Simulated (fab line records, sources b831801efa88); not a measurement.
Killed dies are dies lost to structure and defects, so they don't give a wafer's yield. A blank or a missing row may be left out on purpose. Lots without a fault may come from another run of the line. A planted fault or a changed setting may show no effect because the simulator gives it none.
fab line records | flow gf180mcu | part 1 of 2: steps 1 to 26 of 36
record lots=5 wafers=15 last_day=33
route steps=602 shown M4@463 V4@476
lots that met no fault: from a run of the same line without faults
start_h: hours from the record's first day to the start of the lot's first wafer shown | wait_h: hours since the lot's step before | " the same as in the row above | L1.1+2: a row that stands for several wafers | - no value, or no start given | * or withheld: withheld | < > ~ a bound
route shown NAME@n: a module of which the file shows steps, and the number in the route of the first | usual: mean/standard deviation of fault-free wafers | same: alike in all rows | chamber/n: place in a boat | sites: the reading at each site | _std_site: their standard deviation | _edge_site: outer sites' mean less inner sites' | radius_mm: how far each site lies from the wafer's centre | mask NAME#n: copy n | behind: the tool/chamber that last shaped the wafer | hold: why the lot was held/for how many hours/how that ended | device: the transistor (n, p or np) that didn't switch | end of line: the same wafers' tests at the end of the route | a step without rows: its recipe alone | killed: dies lost to structure and defects at the first sort, not the wafer's yield | map: a wafer's dies, x killed, . not, _ none there
set.NAME: the setting as run; set.NAME@STEP: as run at that earlier step | model.NAME: the simulator's own value behind a step, which no gauge read
lots at some steps of the route; a table a step, a row a wafer
services: from which hour (start_h, from the record's first day; less than 0 if before it) a tool's chamber was out of use, for how many hours, and why
## steps
# step GF_M4_DEHYDRATE_07
# recipe temp_c=200 time_s=60
# usual exhaust_pa=44.9/0.89
# columns lot.wafer tool chamber start_h wait_h exhaust_pa
L074.1 litho_track-03 0 519.96 11.0 45.3
L074.2 " 0 " " 44.9
L074.5 " 0 " " 46.1
L084.1 litho_track-02 0 610.40 9.5 44.4
L084.3 " 0 " " 44.3
L084.6 " 0 " " 44.5
L091.1 litho_track-04 0 659.94 8.8 45.3
L091.4 " 0 " " 44.4
L091.5 " 0 " " 44.3
L092.2 litho_track-04 0 667.92 8.6 45.2
L092.3 " 0 " " 44.9
L092.4 " 0 " " 44.3
L095.4 litho_track-03 0 683.08 8.7 46.2
L095.5 " 0 " " 46.3
L095.6 " 0 " " 46.3
# step GF_M4_HMDS_08
# recipe prime_time_s=60 prime_temp_c=120
# usual exhaust_pa=45.1/0.93
# columns lot.wafer tool chamber start_h wait_h exhaust_pa
L074.1 litho_track-03 0 520.11 0.1 45.9
L074.2 " 0 " " 47.9
L074.5 " 0 " " 45.9
L084.1 litho_track-02 0 610.55 0.1 44.7
L084.3 " 0 " " 45.7
L084.6 " 0 " " 46.0
L091.1 litho_track-04 0 660.09 0.1 45.5
L091.4 " 0 " " 44.7
L091.5 " 0 " " 45.0
L092.2 litho_track-04 0 668.07 0.1 46.5
L092.3 " 0 " " 45.5
L092.4 " 0 " " 45.9
L095.4 litho_track-03 0 683.23 0.1 46.2
L095.5 " 0 " " 45.9
L095.6 " 0 " " 46.0
# step GF_M4_COAT_09
# recipe resist=KrF spin_rpm=withheld resist_thk_nm=1000
# usual exhaust_pa=45.2/0.93
# columns lot.wafer tool chamber start_h wait_h exhaust_pa
L074.1 litho_track-03 0 520.26 0.1 44.9
L074.2 " 0 " " 44.3
L074.5 " 0 " " 45.9
L084.1 litho_track-02 0 610.70 0.1 45.1
L084.3 " 0 " " 45.4
L084.6 " 0 " " 44.6
L091.1 litho_track-04 0 660.24 0.1 44.6
L091.4 " 0 " " 44.6
L091.5 " 0 " " 43.6
L092.2 litho_track-04 0 668.22 0.1 45.1
L092.3 " 0 " " 44.8
L092.4 " 0 " " 43.9
L095.4 litho_track-03 0 683.38 0.1 46.0
L095.5 " 0 " " 46.9
L095.6 " 0 " " 46.5
# step GF_M4_SOFTBAKE_10
# recipe temp_c=129.2 time_s=60 resist=KrF
# usual exhaust_pa=44.9/0.92
# columns lot.wafer tool chamber start_h wait_h exhaust_pa
L074.1 litho_track-03 0 520.41 0.1 45.4
L074.2 " 0 " " 44.2
L074.5 " 0 " " 45.2
L084.1 litho_track-02 0 610.85 0.1 45.4
L084.3 " 0 " " 45.3
L084.6 " 0 " " 45.0
L091.1 litho_track-04 0 660.39 0.1 46.9
L091.4 " 0 " " 46.0
L091.5 " 0 " " 47.0
L092.2 litho_track-04 0 668.37 0.1 44.3
L092.3 " 0 " " 45.0
L092.4 " 0 " " 44.3
L095.4 litho_track-03 0 683.53 0.1 44.5
L095.5 " 0 " " 43.2
L095.6 " 0 " " 44.1
# step GF_M4_EXPOSE_11
# recipe mask_id=Metal4 target_cd_nm=280 na=0.68 source_shape=conventional sigma_outer=0.6 dose_mj=28
# usual stage_vel_mm_s=500.02/0.23
# same sigma_outer=0.6
# columns lot.wafer tool chamber start_h wait_h mask stage_vel_mm_s
L074.1 krf_scanner-01 0 - - Metal4#0 500.02
L074.2 " 0 " " Metal4#0 499.89
L074.5 " 0 " " Metal4#0 499.71
L084.1 krf_scanner-02 0 - - Metal4#0 499.96
L084.3 " 0 " " Metal4#0 499.69
L084.6 " 0 " " Metal4#0 499.65
L091.1 krf_scanner-01 0 - - Metal4#0 500.03
L091.4 " 0 " " Metal4#0 500.03
L091.5 " 0 " " Metal4#0 499.82
L092.2 krf_scanner-02 0 - - Metal4#0 500.16
L092.3 " 0 " " Metal4#0 500.04
L092.4 " 0 " " Metal4#0 500.08
L095.4 krf_scanner-01 0 - - Metal4#0 499.85
L095.5 " 0 " " Metal4#0 499.92
L095.6 " 0 " " Metal4#0 500.03
# step GF_M4_PEB_12
# recipe peb_temp_c=135 peb_time_s=90 resist=KrF
# usual exhaust_pa=45.1/0.89
# columns lot.wafer tool chamber start_h wait_h exhaust_pa
L074.1 litho_track-03 0 - - 45.4
L074.2 " 0 " " 43.9
L074.5 " 0 " " 44.5
L084.1 litho_track-02 0 - - 44.7
L084.3 " 0 " " 45.5
L084.6 " 0 " " 46.0
L091.1 litho_track-03 0 - - 46.0
L091.4 " 0 " " 44.4
L091.5 " 0 " " 45.3
L092.2 litho_track-03 0 - - 43.3
L092.3 " 0 " " 44.3
L092.4 " 0 " " 44.0
L095.4 litho_track-03 0 - - 45.9
L095.5 " 0 " " 45.9
L095.6 " 0 " " 46.2
# step GF_M4_DEVELOP_13
# recipe develop_time_s=60 dev_temp_c=21
# usual exhaust_pa=45.2/0.8
# columns lot.wafer tool chamber start_h wait_h exhaust_pa
L074.1 litho_track-03 0 531.11 0.2 46.2
L074.2 " 0 " " 46.5
L074.5 " 0 " " 46.5
L084.1 litho_track-02 0 620.75 0.2 45.4
L084.3 " 0 " " 44.6
L084.6 " 0 " " 45.0
L091.1 litho_track-03 0 669.41 0.2 44.8
L091.4 " 0 " " 45.0
L091.5 " 0 " " 45.0
L092.2 litho_track-03 0 677.58 0.2 46.1
L092.3 " 0 " " 44.5
L092.4 " 0 " " 44.1
L095.4 litho_track-03 0 692.48 0.1 45.6
L095.5 " 0 " " 45.8
L095.6 " 0 " " 46.0
# step GF_M4_CD_MEAS_14
# recipe target_cd_nm=280
# usual cd_nm=279.6/1.3
# columns lot.wafer tool chamber start_h wait_h cd_nm
L074.1 cd_sem-02 - 531.26 0.1 278.9
L074.2 " - " " 278.6
L074.5 " - " " 278.1
L084.1 cd_sem-02 - 620.90 0.1 278.3
L084.3 " - " " 278.1
L084.6 " - " " 280.0
L091.1 cd_sem-01 - 669.56 0.1 279.8
L091.4 " - " " 279.3
L091.5 " - " " 278.5
L092.2 cd_sem-01 - 677.73 0.1 279.9
L092.3 " - " " 280.6
L092.4 " - " " 280.9
L095.4 cd_sem-01 - 692.62 0.1 279.3
L095.5 " - " " 277.7
L095.6 " - " " 279.6
# step GF_M4_OVL_MEAS_15
# usual M4_OVL=4/6.8
# columns lot.wafer tool chamber start_h wait_h M4_OVL[nm]
L074.1 overlay-02 - 531.38 0.1 5
L074.2 " - " " 15
L074.5 " - " " 8
L084.1 overlay-01 - 621.02 0.1 7
L084.3 " - " " 5
L084.6 " - " " -1
L091.1 overlay-01 - 669.68 0.1 6
L091.4 " - " " 25
L091.5 " - " " 15
L092.2 overlay-01 - 677.83 0.1 4
L092.3 " - " " 5
L092.4 " - " " 4
L095.4 overlay-02 - 692.70 0.1 1
L095.5 " - " " 9
L095.6 " - " " 1
# step GF_M4_METAL_ETCH_16
# recipe chemistry=Cl2/BCl3 mask_material=KrF target_depth_nm=627.5 stop_on=SiO2 pressure_mtorr=8 icp_w=800 bias_w=140 Cl2_flow_sccm=80 bcl3_flow_sccm=40 time_s=104.6
# usual drypump_motor_current_A=5.7/0.42 oes_product_au=0.973/0.0063 throttle_valve_pct=28.248/0.0098
# columns lot.wafer tool chamber start_h wait_h drypump_motor_current_A oes_product_au rf_hours_counter_h throttle_valve_pct
L074.1 rie_metal-01 1 531.42 0.0 5.8 0.979 4.6 28.245
L074.2 " 0 " " 5.8 0.967 2.5 28.260
L074.5 " 0 " " 5.8 0.977 - 28.246
L084.1 rie_metal-01 1 621.06 0.0 5.8 0.974 6.8 28.233
L084.3 " 0 " " 5.8 0.964 - 28.255
L084.6 " 1 " " 5.8 0.976 - 28.246
L091.1 rie_metal-03 1 669.71 0.0 6.6 0.969 12.5 28.242
L091.4 " 0 " " 6.1 0.976 - 28.258
L091.5 " 0 " " 6.1 0.987 - 28.259
L092.2 rie_metal-03 0 677.86 0.0 6.0 0.972 4.5 28.251
L092.3 " 0 " " 6.1 0.969 - 28.259
L092.4 " 1 " " 6.7 0.971 - 28.255
L095.4 rie_metal-01 1 692.75 0.0 5.8 0.972 - 28.246
L095.5 " 0 " " 5.8 0.971 - 28.264
L095.6 " 1 " " 5.8 0.965 - 28.254
# step GF_M4_STRIP_17
# recipe chemistry=O2/N2 power_w=1400 pressure_mtorr=1500 platen_temp_c=250 o2_flow_sccm=3000 n2_flow_sccm=300 overash_fraction=0.5
# usual drypump_motor_current_A=5.5/0.59 heater_power_w=348/54 n2_flow_sccm=299.9/0.87 o2_flow_sccm=2999/8.4 oes_product_au=0.558/0.0051 strip_time_to_endpoint_s=7.88/0.039
# same overash_fraction=0.5
# columns lot.wafer tool chamber start_h wait_h drypump_motor_current_A heater_power_w n2_flow_sccm o2_flow_sccm oes_product_au rf_hours_counter_h strip_time_to_endpoint_s
L074.1 plasma_asher-01 0 531.53 0.1 5.7 332 300.9 2997 0.560 97 7.84
L074.2 " 1 " " 5.6 300 299.3 2990 0.556 97 7.87
L074.5 " 1 " " 5.6 309 300.3 2992 0.558 - 7.87
L084.1 plasma_asher-03 0 621.17 0.1 5.6 284 298.7 2996 0.549 20 7.76
L084.3 " 0 " " 5.6 283 300.6 2983 0.565 - 7.83
L084.6 " 0 " " 5.6 286 300.3 2994 0.558 - 7.78
L091.1 plasma_asher-01 0 669.83 0.1 5.7 343 299.6 3007 0.560 112 7.93
L091.4 " 1 " " 5.6 308 300.6 2996 0.559 - 7.92
L091.5 " 1 " " 5.5 308 300.2 2994 0.563 - 7.93
L092.2 plasma_asher-04 0 677.98 0.1 4.8 345 299.4 2992 0.561 90 7.89
L092.3 " 0 " " 4.8 341 299.2 2998 0.561 - 7.92
L092.4 " 1 " " 6.5 352 299.1 3005 0.552 - 7.90
L095.4 plasma_asher-03 0 692.86 0.1 5.6 284 300.1 2989 0.560 - 7.81
L095.5 " 0 " " 5.6 273 299.5 2995 0.562 - 7.82
L095.6 " 1 " " 4.9 441 299.5 3010 0.561 - 7.81
# step GF_M4_STRIP_18
# recipe chemistry=post_etch_residue_remover time_s=1200 temp_c=72.5
# columns lot.wafer tool chamber start_h wait_h
L074.1+2+5 wet_bench-01 2 531.63 0.1
L084.1+3+6 wet_bench-02 2 621.27 0.1
L091.1+4+5 wet_bench-01 1 669.93 0.1
L092.2+3+4 wet_bench-01 0 678.08 0.1
L095.4+5+6 wet_bench-02 3 692.93 0.0
# step GF_M4_CLEAN_19
# recipe chemistry=DIW dry=n2_spin
# columns lot.wafer tool chamber start_h wait_h
L074.1+2+5 wet_bench-03 2 531.97 0.0
L084.1+3+6 wet_bench-01 2 621.61 0.0
L091.1+4+5 wet_bench-03 3 670.27 0.0
L092.2+3+4 wet_bench-03 1 678.42 0.0
L095.4+5+6 wet_bench-03 2 693.61 0.0
# step GF_V4_CVD_00
# recipe material=SiO2 target_thk_nm=600 sigma_open_frac=0.3 temp_c=400 time_s=100 sih4_flow_sccm=60 pressure_mtorr=6
# columns lot.wafer tool chamber start_h wait_h
L074.1+2+5 hdpcvd-02 0,2,2 532.06 0.0
L084.1+3+6 hdpcvd-01 2,1,0 621.70 0.0
L091.1+4+5 hdpcvd-02 2,0,1 670.37 0.0
L092.2+3+4 hdpcvd-02 1,0,2 678.53 0.0
L095.4+5+6 hdpcvd-02 0,1,2 693.74 0.0
# step GF_V4_THK_MEAS_01
# recipe reads=SiO2_of_V4_CVD_00
# usual V4_CVD_00_THK=598/5.3
# columns lot.wafer tool chamber start_h wait_h V4_CVD_00_THK[nm]
L074.1 film_metro-04 - 532.13 0.0 597
L074.2 " - " " 598
L074.5 " - " " 598
L084.1 film_metro-01 - 621.77 0.0 597
L084.3 " - " " 595
L084.6 " - " " 604
L091.1 film_metro-04 - 670.44 0.0 603
L091.4 " - " " 591
L091.5 " - " " 592
L092.2 film_metro-03 - 678.61 0.0 601
L092.3 " - " " 602
L092.4 " - " " 604
L095.4 film_metro-01 - 693.80 0.0 589
L095.5 " - " " 597
L095.6 " - " " 594
# step GF_V4_CVD_02
# recipe material=SiO2 target_thk_nm=850 precursor=TEOS temp_c=400 time_s=94.851 rf_w=600
# usual heater_power_w=635/66
# columns lot.wafer tool chamber start_h wait_h heater_power_w since_wet_clean_h
L074.1 pecvd-03 2 532.19 0.1 612 358
L074.2 " 0 " " 534 358
L074.5 " 0 " " 586 -
L084.1 pecvd-03 0 621.83 0.1 640 447
L084.3 " 2 " " 665 447
L084.6 " 0 " " 495 -
L091.1 pecvd-03 0 670.50 0.1 632 496
L091.4 " 2 " " 521 -
L091.5 " 0 " " 504 -
L092.2 pecvd-01 1 678.66 0.0 647 74
L092.3 " 2 " " 649 74
L092.4 " 0 " " 552 -
L095.4 pecvd-01 1 693.87 0.1 752 -
L095.5 " 2 " " 629 -
L095.6 " 0 " " 671 -
# step GF_V4_THK_MEAS_03
# recipe reads=SiO2_of_V4_CVD_02
# usual V4_CVD_02_THK=851/12
# columns lot.wafer tool chamber start_h wait_h V4_CVD_02_THK[nm]
L074.1 film_metro-04 - 532.26 0.0 847
L074.2 " - " " 859
L074.5 " - " " 867
L084.1 film_metro-04 - 621.90 0.0 859
L084.3 " - " " 859
L084.6 " - " " 873
L091.1 film_metro-04 - 670.57 0.0 860
L091.4 " - " " 855
L091.5 " - " " 870
L092.2 film_metro-04 - 678.74 0.0 844
L092.3 " - " " 838
L092.4 " - " " 860
L095.4 film_metro-03 - 693.93 0.0 868
L095.5 " - " " 864
L095.6 " - " " 868
# step GF_V4_CMP_04
# recipe material=SiO2 down_force_psi=4 platen_rpm=60 pad_velocity_m_s=0.94248
# usual motor_current_A=12.1/0.85 time_to_endpoint_s=79/5.8
# columns lot.wafer tool chamber start_h wait_h motor_current_A time_to_endpoint_s
L074.1 cmp-01 3 532.34 0.1 11.8 76
L074.2 " 0 " " 12.3 72
L074.5 " 0 " " 11.6 76
L084.1 cmp-01 3 622.36 0.5 11.8 76
L084.3 " 2 " " 12.9 88
L084.6 " 3 " " 11.9 86
L091.1 cmp-02 2 670.63 0.1 11.4 81
L091.4 " 1 " " 13.2 82
L091.5 " 3 " " 12.7 86
L092.3 cmp-02 1 678.79 0.0 14.1 72
L092.2 " 2 " " 11.3 72
L092.4 " 3 " " 13.1 81
L095.4 cmp-01 0 694.06 0.1 11.8 85
L095.5 " 2 " " 12.8 92
L095.6 " 3 " " 11.4 84
# step GF_V4_BOW_MEAS_05
# recipe mode=bow
# usual V4_BOW=135/9.6
# columns lot.wafer tool chamber start_h wait_h V4_BOW[um]
L074.1 film_metro-03 - 532.64 0.2 150
L074.2 " - " " 139
L074.5 " - " " 138
L084.1 film_metro-04 - 622.71 0.3 127
L084.3 " - " " 145
L084.6 " - " " 146
L091.1 film_metro-04 - 670.93 0.2 137
L091.4 " - " " 140
L091.5 " - " " 138
L092.2 film_metro-03 - 679.11 0.2 116
L092.3 " - " " 121
L092.4 " - " " 113
L095.4 film_metro-01 - 694.32 0.2 125
L095.5 " - " " 123
L095.6 " - " " 113
# step GF_V4_DEHYDRATE_06
# recipe temp_c=200 time_s=60
# usual exhaust_pa=45.0/0.96
# columns lot.wafer tool chamber start_h wait_h exhaust_pa
L074.1 litho_track-02 0 543.80 11.1 43.5
L074.2 " 0 " " 44.3
L074.5 " 0 " " 45.2
L084.1 litho_track-04 0 632.44 9.7 45.2
L084.3 " 0 " " 44.9
L084.6 " 0 " " 46.8
L091.1 litho_track-02 0 679.25 8.3 45.1
L091.4 " 0 " " 44.4
L091.5 " 0 " " 46.1
L092.2 litho_track-04 0 687.62 8.5 43.6
L092.3 " 0 " " 44.9
L092.4 " 0 " " 44.2
L095.4 litho_track-01 0 702.98 8.6 45.1
L095.5 " 0 " " 45.2
L095.6 " 0 " " 44.0
# step GF_V4_HMDS_07
# recipe prime_time_s=60 prime_temp_c=120
# usual exhaust_pa=44.9/0.99
# columns lot.wafer tool chamber start_h wait_h exhaust_pa
L074.1 litho_track-02 0 543.95 0.1 44.4
L074.2 " 0 " " 44.8
L074.5 " 0 " " 45.0
L084.1 litho_track-04 0 632.59 0.1 44.1
L084.3 " 0 " " 44.8
L084.6 " 0 " " 44.9
L091.1 litho_track-02 0 679.40 0.1 45.6
L091.4 " 0 " " 45.2
L091.5 " 0 " " 44.5
L092.2 litho_track-04 0 687.77 0.1 46.6
L092.3 " 0 " " 45.2
L092.4 " 0 " " 44.4
L095.4 litho_track-01 0 703.13 0.1 46.8
L095.5 " 0 " " 45.7
L095.6 " 0 " " 48.4
# step GF_V4_COAT_08
# recipe resist=BARC temp_c=withheld time_s=withheld spin_rpm=withheld resist_thk_nm=withheld
# usual exhaust_pa=45.2/0.76
# columns lot.wafer tool chamber start_h wait_h exhaust_pa
L074.1 litho_track-02 0 544.10 0.1 46.0
L074.2 " 0 " " 45.2
L074.5 " 0 " " 44.2
L084.1 litho_track-04 0 632.74 0.1 44.4
L084.3 " 0 " " 45.4
L084.6 " 0 " " 45.4
L091.1 litho_track-02 0 679.55 0.1 44.9
L091.4 " 0 " " 46.2
L091.5 " 0 " " 46.6
L092.2 litho_track-04 0 687.92 0.1 45.2
L092.3 " 0 " " 46.2
L092.4 " 0 " " 45.3
L095.4 litho_track-01 0 703.28 0.1 44.9
L095.5 " 0 " " 45.5
L095.6 " 0 " " 44.9
# step GF_V4_COAT_09
# recipe resist=KrF spin_rpm=withheld resist_thk_nm=1000
# usual exhaust_pa=45.0/0.9
# columns lot.wafer tool chamber start_h wait_h exhaust_pa
L074.1 litho_track-02 0 - - 44.4
L074.2 " 0 " " 45.8
L074.5 " 0 " " 46.9
L084.1 litho_track-04 0 - - 44.1
L084.3 " 0 " " 45.9
L084.6 " 0 " " 45.4
L091.1 litho_track-02 0 - - 45.0
L091.4 " 0 " " 44.6
L091.5 " 0 " " 44.4
L092.2 litho_track-04 0 - - 44.9
L092.3 " 0 " " 45.7
L092.4 " 0 " " 45.1
L095.4 litho_track-01 0 - - 45.4
L095.5 " 0 " " 45.8
L095.6 " 0 " " 44.1
# step GF_V4_SOFTBAKE_10
# recipe temp_c=130 time_s=60 resist=KrF
# usual exhaust_pa=45.1/0.82
# columns lot.wafer tool chamber start_h wait_h exhaust_pa
L074.1 litho_track-02 0 - - 43.9
L074.2 " 0 " " 43.5
L074.5 " 0 " " 44.2
L084.1 litho_track-04 0 - - 45.4
L084.3 " 0 " " 45.0
L084.6 " 0 " " 44.6
L091.1 litho_track-02 0 - - 44.6
L091.4 " 0 " " 45.2
L091.5 " 0 " " 45.9
L092.2 litho_track-04 0 - - 44.8
L092.3 " 0 " " 45.1
L092.4 " 0 " " 45.7
L095.4 litho_track-01 0 - - 45.5
L095.5 " 0 " " 45.2
L095.6 " 0 " " 43.3
# step GF_V4_EXPOSE_11
# recipe mask_id=Via4 target_cd_nm=260 na=0.68 source_shape=conventional sigma_outer=0.6 dose_mj=38
# usual stage_vel_mm_s=500.01/0.24
# same sigma_outer=0.6
# columns lot.wafer tool chamber start_h wait_h mask stage_vel_mm_s
L074.1 krf_scanner-02 0 - - Via4#0 500.20
L074.2 " 0 " " Via4#0 500.06
L074.5 " 0 " " Via4#0 499.93
L084.1 krf_scanner-01 0 - - Via4#0 499.80
L084.3 " 0 " " Via4#0 499.78
L084.6 " 0 " " Via4#0 500.32
L091.1 krf_scanner-02 0 - - Via4#0 499.84
L091.4 " 0 " " Via4#0 500.20
L091.5 " 0 " " Via4#0 500.09
L092.2 krf_scanner-02 0 - - Via4#0 500.40
L092.3 " 0 " " Via4#0 500.18
L092.4 " 0 " " Via4#0 500.54
L095.4 krf_scanner-02 0 - - Via4#0 499.90
L095.5 " 0 " " Via4#0 500.59
L095.6 " 0 " " Via4#0 500.48
# step GF_V4_PEB_12
# recipe peb_temp_c=135 peb_time_s=90 resist=KrF
# usual exhaust_pa=45.1/0.94
# columns lot.wafer tool chamber start_h wait_h exhaust_pa
L074.1 litho_track-02 0 - - 45.3
L074.2 " 0 " " 46.6
L074.5 " 0 " " 46.2
L084.1 litho_track-04 0 - - 44.9
L084.3 " 0 " " 44.0
L084.6 " 0 " " 44.9
L091.1 litho_track-02 0 - - 44.9
L091.4 " 0 " " 44.6
L091.5 " 0 " " 45.6
L092.2 litho_track-04 0 - - 43.9
L092.3 " 0 " " 44.6
L092.4 " 0 " " 46.8
L095.4 litho_track-04 0 - - 44.6
L095.5 " 0 " " 44.4
L095.6 " 0 " " 44.1
